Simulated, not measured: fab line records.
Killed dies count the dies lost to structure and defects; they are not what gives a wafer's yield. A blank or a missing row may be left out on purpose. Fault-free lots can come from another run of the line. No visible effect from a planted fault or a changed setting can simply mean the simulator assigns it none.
What tool caused it? / flow gf180mcu / Sampling: 14 lots, 42 wafers, 3 of 602 route steps

== WHAT THE GAUGES READ, wafer by wafer ==
GF_HV_LDD_THK_MEAS_57. Usual: HV_LDD_CVD_56_THK gives 89.9 nm (standard deviation 0.95).
lot=L310; measured=day 12 11:22; on=filmMetro-04; HV_LDD_CVD_56_THK (nm)=90.7 91.1 91.8; flag=
lot=L311; measured=day 12 22:30; on=filmMetro-01; HV_LDD_CVD_56_THK (nm)=89.9 90.3 89.5; flag=
lot=L312; measured=day 13 04:32; on=filmMetro-04; HV_LDD_CVD_56_THK (nm)=88.6 88.2 88.6; flag=
lot=L313; measured=day 13 19:17; on=filmMetro-02; HV_LDD_CVD_56_THK (nm)=88.9 89.2 88.8; flag=
lot=L316; measured=day 14 15:22; on=filmMetro-02; HV_LDD_CVD_56_THK (nm)=89.0 88.5 88.9; flag=
lot=L319; measured=day 15 09:51; on=filmMetro-01; HV_LDD_CVD_56_THK (nm)=89.5 88.8 89.1; flag=
lot=L320; measured=day 15 19:33; on=filmMetro-01; HV_LDD_CVD_56_THK (nm)=91.7 90.8 90.5; flag=
lot=L323; measured=day 16 19:48; on=filmMetro-02; HV_LDD_CVD_56_THK (nm)=88.5 89.9 89.6; flag=
lot=L324; measured=day 17 06:29; on=filmMetro-01; HV_LDD_CVD_56_THK (nm)=89.4 90.0 89.6; flag=
lot=L325; measured=day 17 11:25; on=filmMetro-01; HV_LDD_CVD_56_THK (nm)=91.5 91.4 91.3; flag=
lot=L327; measured=day 18 02:58; on=filmMetro-02; HV_LDD_CVD_56_THK (nm)=90.0 90.2 90.0; flag=
lot=L328; measured=day 19 01:05; on=filmMetro-02; HV_LDD_CVD_56_THK (nm)=89.9 90.4 89.4; flag=
lot=L329; measured=day 19 02:32; on=filmMetro-01; HV_LDD_CVD_56_THK (nm)=90.5 90.2 90.3; flag=
lot=L333; measured=day 20 08:11; on=filmMetro-02; HV_LDD_CVD_56_THK (nm)=89.7 90.8 90.1; flag=

GF_CONTACT_BOW_MEAS_05. Usual: CONTACT_BOW gives 64 um (standard deviation 7.8).
lot=L310; measured=day 15 07:23; on=filmMetro-02; CONTACT_BOW (um)=53 75 59; flag=
lot=L311; measured=day 15 14:31; on=filmMetro-02; CONTACT_BOW (um)=47 58 65; flag=
lot=L312; measured=day 15 21:12; on=filmMetro-04; CONTACT_BOW (um)=58 54 55; flag=
lot=L313; measured=day 16 13:32; on=filmMetro-04; CONTACT_BOW (um)=59 56 49; flag=
lot=L316; measured=day 17 12:10; on=filmMetro-01; CONTACT_BOW (um)=71 61 66; flag=
lot=L319; measured=day 18 07:44; on=filmMetro-02; CONTACT_BOW (um)=47 65 69; flag=
lot=L320; measured=day 18 18:56; on=filmMetro-02; CONTACT_BOW (um)=78 67 78; flag=
lot=L323; measured=day 19 22:29; on=filmMetro-04; CONTACT_BOW (um)=66 79 53; flag=
lot=L324; measured=day 20 08:36; on=filmMetro-04; CONTACT_BOW (um)=63 62 64; flag=
lot=L325; measured=day 20 14:52; on=filmMetro-02; CONTACT_BOW (um)=55 64 50; flag=
lot=L327; measured=day 21 07:55; on=filmMetro-01; CONTACT_BOW (um)=77 68 69; flag=
lot=L328; measured=day 22 03:32; on=filmMetro-01; CONTACT_BOW (um)=69 60 55; flag=
lot=L329; measured=day 22 08:58; on=filmMetro-02; CONTACT_BOW (um)=63 60 61; flag=
lot=L333; measured=day 23 10:07; on=filmMetro-04; CONTACT_BOW (um)=64 71 60; flag=

== WHICH TOOL RAN EACH LOT (tool, then ch and the chambers of the sampled wafers, then the start) ==
lot=L310; GF_MVSD_DEVELOP_06=lithoTrack-02 ch 0, day 4 09:00
lot=L311; GF_MVSD_DEVELOP_06=lithoTrack-04 ch 0, day 4 17:00
lot=L312; GF_MVSD_DEVELOP_06=lithoTrack-04 ch 0, day 4 23:00
lot=L313; GF_MVSD_DEVELOP_06=lithoTrack-02 ch 0, day 5 04:00
lot=L316; GF_MVSD_DEVELOP_06=lithoTrack-04 ch 0, day 5 22:00
lot=L319; GF_MVSD_DEVELOP_06=lithoTrack-04, day 6 13:00
lot=L320; GF_MVSD_DEVELOP_06=lithoTrack-02, day 6 19:00
lot=L323; GF_MVSD_DEVELOP_06=lithoTrack-02 ch 0, day 7 13:00
lot=L324; GF_MVSD_DEVELOP_06=lithoTrack-02 ch 0, day 7 19:00
lot=L325; GF_MVSD_DEVELOP_06=lithoTrack-02 ch 0, day 7 23:00
lot=L327; GF_MVSD_DEVELOP_06=lithoTrack-04 ch 0, day 8 12:00
lot=L328; GF_MVSD_DEVELOP_06=lithoTrack-02 ch 0, day 9 00:00
lot=L329; GF_MVSD_DEVELOP_06=lithoTrack-02 ch 0, day 9 00:00
lot=L333; GF_MVSD_DEVELOP_06=lithoTrack-04 ch 0, day 10 00:00
- GF_MVSD_DEVELOP_06: develop time 61.22 s.

== WHAT THE TOOLS THEMSELVES READ (means of the sampled wafers that have a number; where no wafer has one, the mark that the record gives instead) ==
GF_MVSD_DEVELOP_06. Usual: chillPlateTempC at 23.00 C, with a standard deviation of 0.12.
lot=L310; tool=lithoTrack-02; chillPlateTempC (C)=23.04; flag=
lot=L311; tool=lithoTrack-04; chillPlateTempC (C)=23.05; flag=
lot=L312; tool=lithoTrack-04; chillPlateTempC (C)=23.01; flag=
lot=L313; tool=lithoTrack-02; chillPlateTempC (C)=22.95; flag=
lot=L316; tool=lithoTrack-04; chillPlateTempC (C)=23.05; flag=
lot=L319; tool=lithoTrack-04; chillPlateTempC (C)=-; flag=OFF
lot=L320; tool=lithoTrack-02; chillPlateTempC (C)=-; flag=OFF
lot=L323; tool=lithoTrack-02; chillPlateTempC (C)=23.22; flag=
lot=L324; tool=lithoTrack-02; chillPlateTempC (C)=22.93; flag=
lot=L325; tool=lithoTrack-02; chillPlateTempC (C)=22.94; flag=
lot=L327; tool=lithoTrack-04; chillPlateTempC (C)=23.01; flag=
lot=L328; tool=lithoTrack-02; chillPlateTempC (C)=22.97; flag=
lot=L329; tool=lithoTrack-02; chillPlateTempC (C)=22.99; flag=
lot=L333; tool=lithoTrack-04; chillPlateTempC (C)=23.00; flag=

== THE ANSWER, worked out from the rows above alone ==
Rule: a lot is off if the mean of its wafers that have a number lies more than 3 standard deviations from the usual mean. Also off: a lot with no number at a reading for which 4 or more lots have one. The other lots that the step has rows for count as sound. Order of review: gauges by route order, followed by the tools' own readings, for which a lot's mean as printed above is used. The first step at which some lot is off is used, and at that step the reading that is off furthest; a lot without a number counts as furthest.
Off, at GF_MVSD_DEVELOP_06 on chillPlateTempC: L319, L320. Without a number there: L319, L320.
If a tool, at that step or one of the process steps before it, ran each lot that is off and ran no sound lot following the first of them, it fits. Not one of the candidates tried fits.

== WHAT THE SIMULATOR HAD PUT IN ==
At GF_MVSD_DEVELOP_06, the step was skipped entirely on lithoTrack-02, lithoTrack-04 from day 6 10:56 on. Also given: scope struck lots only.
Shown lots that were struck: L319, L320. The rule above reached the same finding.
